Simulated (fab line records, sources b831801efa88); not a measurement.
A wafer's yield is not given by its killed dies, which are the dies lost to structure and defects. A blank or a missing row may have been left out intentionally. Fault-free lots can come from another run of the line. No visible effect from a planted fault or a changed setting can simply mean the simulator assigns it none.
Check of tool commonality || flow gf180mcu || Sample size 12 lots and 36 wafers

== WHAT PROMPTED THE OPENING ==
Of 12 lots, 2 have the reading HV_LDD_TW flagged at GF_HV_LDD_TW_MEAS_11. Wafers without a fault read 2430, standard deviation 18.
Rule: a lot is flagged when every wafer of it that has a number lies more than 4 standard deviations from that mean, or none has a number. The rest of the lots are taken to be sound.

{"lot": "L105", "measured": "day 10 06:52", "on": "film-metro-03", "HV_LDD_TW, wafer by wafer": "2439 2438 2437", "flag": ""}
{"lot": "L107", "measured": "day 11 04:37", "on": "film-metro-02", "HV_LDD_TW, wafer by wafer": "2411 2421 2413", "flag": ""}
{"lot": "L108", "measured": "day 11 14:50", "on": "film-metro-01", "HV_LDD_TW, wafer by wafer": "2446 2451 2438", "flag": ""}
{"lot": "L109", "measured": "day 11 15:25", "on": "film-metro-02", "HV_LDD_TW, wafer by wafer": "2406 2416 2411", "flag": ""}
{"lot": "L110", "measured": "day 11 20:03", "on": "film-metro-03", "HV_LDD_TW, wafer by wafer": "2431 2435 2433", "flag": ""}
{"lot": "L111", "measured": "day 12 08:14", "on": "film-metro-03", "HV_LDD_TW, wafer by wafer": "2432 2438 2428", "flag": ""}
{"lot": "L113", "measured": "day 12 23:55", "on": "film-metro-02", "HV_LDD_TW, wafer by wafer": "2409 2411 2395", "flag": ""}
{"lot": "L119", "measured": "day 14 17:12", "on": "film-metro-03", "HV_LDD_TW, wafer by wafer": "1811 1815 1811", "flag": "FLAGGED"}
{"lot": "L120", "measured": "day 15 00:09", "on": "film-metro-02", "HV_LDD_TW, wafer by wafer": "1777 1773 1770", "flag": "FLAGGED"}
{"lot": "L123", "measured": "day 15 21:17", "on": "film-metro-02", "HV_LDD_TW, wafer by wafer": "2396 2401 2412", "flag": ""}
{"lot": "L124", "measured": "day 16 04:27", "on": "film-metro-02", "HV_LDD_TW, wafer by wafer": "2407 2402 2393", "flag": ""}
{"lot": "L127", "measured": "day 17 07:06", "on": "film-metro-02", "HV_LDD_TW, wafer by wafer": "2415 2415 2412", "flag": ""}
The numbers of the flagged lots are 1793 on average: -637 against the usual, or -35 standard deviations.

== WHICH TOOL EACH LOT WENT THROUGH ==
2 process steps preceding the reading are held in the record, out of 602 steps in the route. In each cell: the tool, then ch and the chambers that the sampled wafers went through, then the start.
{"lot": "L105", "flag": "", "GF_HV_LDD_IMPLANT_09": "implanter-04 ch 0, day 10 06:39", "GF_HV_LDD_STRIP_10": "plasma-asher-01 ch 0,1, day 10 06:47"}
{"lot": "L107", "flag": "", "GF_HV_LDD_IMPLANT_09": "implanter-01 ch 0, day 11 04:22", "GF_HV_LDD_STRIP_10": "plasma-asher-03 ch 0,1, day 11 04:31"}
{"lot": "L108", "flag": "", "GF_HV_LDD_IMPLANT_09": "implanter-04 ch 0, day 11 14:36", "GF_HV_LDD_STRIP_10": "plasma-asher-03 ch 0,1, day 11 14:43"}
{"lot": "L109", "flag": "", "GF_HV_LDD_IMPLANT_09": "implanter-03 ch 0, day 11 15:10", "GF_HV_LDD_STRIP_10": "plasma-asher-01 ch 0,1, day 11 15:19"}
{"lot": "L110", "flag": "", "GF_HV_LDD_IMPLANT_09": "implanter-04 ch 0, day 11 19:48", "GF_HV_LDD_STRIP_10": "plasma-asher-03 ch 0,1, day 11 19:57"}
{"lot": "L111", "flag": "", "GF_HV_LDD_IMPLANT_09": "implanter-03 ch 0, day 12 07:59", "GF_HV_LDD_STRIP_10": "plasma-asher-02 ch 0,1, day 12 08:08"}
{"lot": "L113", "flag": "", "GF_HV_LDD_IMPLANT_09": "implanter-01 ch 0, day 12 23:43", "GF_HV_LDD_STRIP_10": "plasma-asher-01 ch 0,1, day 12 23:49"}
{"lot": "L119", "flag": "FLAGGED", "GF_HV_LDD_IMPLANT_09": "implanter-03 ch 0, day 14 16:58", "GF_HV_LDD_STRIP_10": "plasma-asher-02 ch 0,1, day 14 17:05"}
{"lot": "L120", "flag": "FLAGGED", "GF_HV_LDD_IMPLANT_09": "implanter-03 ch 0, day 14 23:54", "GF_HV_LDD_STRIP_10": "plasma-asher-01 ch 0,1, day 15 00:03"}
{"lot": "L123", "flag": "", "GF_HV_LDD_IMPLANT_09": "implanter-04 ch 0, day 15 21:03", "GF_HV_LDD_STRIP_10": "plasma-asher-03 ch 0,1, day 15 21:10"}
{"lot": "L124", "flag": "", "GF_HV_LDD_IMPLANT_09": "implanter-01 ch 0, day 16 04:13", "GF_HV_LDD_STRIP_10": "plasma-asher-03 ch 0,1, day 16 04:20"}
{"lot": "L127", "flag": "", "GF_HV_LDD_IMPLANT_09": "implanter-03 ch 0, day 17 06:51", "GF_HV_LDD_STRIP_10": "plasma-asher-01 ch 0,1, day 17 07:00"}
What is done by these steps:
- GF_HV_LDD_IMPLANT_09
- GF_HV_LDD_STRIP_10: strips in O2/N2.
- GF_HV_LDD_TW_MEAS_11

== FLAGGED AGAINST TOTAL, ONE TOOL AT A TIME (gauges that did the reading follow at the end) ==
{"step": "GF_HV_LDD_IMPLANT_09", "tool": "implanter-01", "lots run": 3, "flagged": 0, "share of the flagged lots": "none", "sound lots run after its first flagged lot": "-"}
{"step": "GF_HV_LDD_IMPLANT_09", "tool": "implanter-03", "lots run": 5, "flagged": 2, "share of the flagged lots": "all", "sound lots run after its first flagged lot": "1 (L127)"}
{"step": "GF_HV_LDD_IMPLANT_09", "tool": "implanter-04", "lots run": 4, "flagged": 0, "share of the flagged lots": "none", "sound lots run after its first flagged lot": "-"}
{"step": "GF_HV_LDD_STRIP_10", "tool": "plasma-asher-01", "lots run": 5, "flagged": 1, "share of the flagged lots": "some", "sound lots run after its first flagged lot": "1 (L127)"}
{"step": "GF_HV_LDD_STRIP_10", "tool": "plasma-asher-02", "lots run": 2, "flagged": 1, "share of the flagged lots": "some", "sound lots run after its first flagged lot": 0}
{"step": "GF_HV_LDD_STRIP_10", "tool": "plasma-asher-03", "lots run": 5, "flagged": 0, "share of the flagged lots": "none", "sound lots run after its first flagged lot": "-"}
{"step": "GF_HV_LDD_TW_MEAS_11", "tool": "film-metro-01", "lots run": 1, "flagged": 0, "share of the flagged lots": "none", "sound lots run after its first flagged lot": "-"}
{"step": "GF_HV_LDD_TW_MEAS_11", "tool": "film-metro-02", "lots run": 7, "flagged": 1, "share of the flagged lots": "some", "sound lots run after its first flagged lot": "3 (L123,L124,L127)"}
{"step": "GF_HV_LDD_TW_MEAS_11", "tool": "film-metro-03", "lots run": 4, "flagged": 1, "share of the flagged lots": "some", "sound lots run after its first flagged lot": 0}

== WHAT IS ALLOWED BY THE TABLE ==
Rows of the table that ran each flagged lot: 1, that is implanter-03 at GF_HV_LDD_IMPLANT_09.
- implanter-03 at GF_HV_LDD_IMPLANT_09 ran 5 lots, 2 of them flagged. After the first flagged lot (L127), sound lots still ran on it; a lasting fault on the whole tool would not permit that. Its own readings (dose-ions-cm2, faraday-current-uA) fall more than 4 standard deviations out on all wafers of the flagged lots.
None of the table's rows ran every flagged lot and, after the first, no sound lot.

== WHAT THE SIMULATOR HAD PUT IN ==
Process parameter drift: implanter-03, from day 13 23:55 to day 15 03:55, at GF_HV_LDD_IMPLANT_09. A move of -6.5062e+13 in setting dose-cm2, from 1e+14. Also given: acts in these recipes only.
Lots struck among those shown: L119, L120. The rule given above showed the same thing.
